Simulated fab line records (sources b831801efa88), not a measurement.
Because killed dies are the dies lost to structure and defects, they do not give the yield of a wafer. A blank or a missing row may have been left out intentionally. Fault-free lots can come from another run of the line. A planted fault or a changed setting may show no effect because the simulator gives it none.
Which tool did it? :: flow sky130 :: 12 lots, 36 wafers sampled, at 1 step of a route of 708

## WHAT THE GAUGES READ, wafer by wafer
SKY_NWELL_OVL_MEAS_10.
lot: L075
measured: day 4 21:35
on: overlay-02
NWELL_00_OVL (nm): 0.6 0.6 -0.8

lot: L077
measured: day 5 05:49
on: overlay-02
NWELL_00_OVL (nm): -3.2 -2.3 -2.4

lot: L079
measured: day 6 05:49
on: overlay-02
NWELL_00_OVL (nm): 1.5 2.1 2.0

lot: L080
measured: day 6 09:59
on: overlay-01
NWELL_00_OVL (nm): -2.8 1.0 -1.1

lot: L083
measured: day 6 17:49
on: overlay-01
NWELL_00_OVL (nm): -2.0 -0.7 -1.4

lot: L085
measured: day 7 13:19
on: overlay-01
NWELL_00_OVL (nm): -1.8 -2.5 -2.6

lot: L086
measured: day 7 23:04
on: overlay-01
NWELL_00_OVL (nm): -1.6 -2.0 -0.4

lot: L089
measured: day 8 11:16
on: overlay-01
NWELL_00_OVL (nm): -1.2 0.1 -1.0

lot: L091
measured: day 8 19:13
on: overlay-02
NWELL_00_OVL (nm): 0.8 1.4 -1.0

lot: L092
measured: day 9 06:01
on: overlay-01
NWELL_00_OVL (nm): -0.7 0.1 -1.6

lot: L095
measured: day 9 17:46
on: overlay-02
NWELL_00_OVL (nm): 1.3 1.7 -2.0

lot: L097
measured: day 10 03:22
on: overlay-02
NWELL_00_OVL (nm): 0.5 -0.9 0.3

## WHICH TOOL RAN EACH LOT (tool, then ch and the chambers of the sampled wafers, then the start)
Record: no process step prior to these readings.

## THE ANSWER, worked out from the rows above alone
Rule: the lots themselves supply what counts as usual. The widest of any qualifying gaps counts: lots, ordered by their means at a reading, are off when they make up no more than a third of the lots, leave a main group of 4 or more, and stand apart from it by 3 or more times the standard deviation of that group's means. A main group whose means are all the same, to the digits that the tables above print for the reading, isn't used. A lot without any number at a reading at which 4 lots or more have one is off too. Where the step has rows for the other lots, those lots are counted as sound.
None of the lots is off at any reading shown; this tells nothing.

## WHAT THE SIMULATOR HAD INSERTED
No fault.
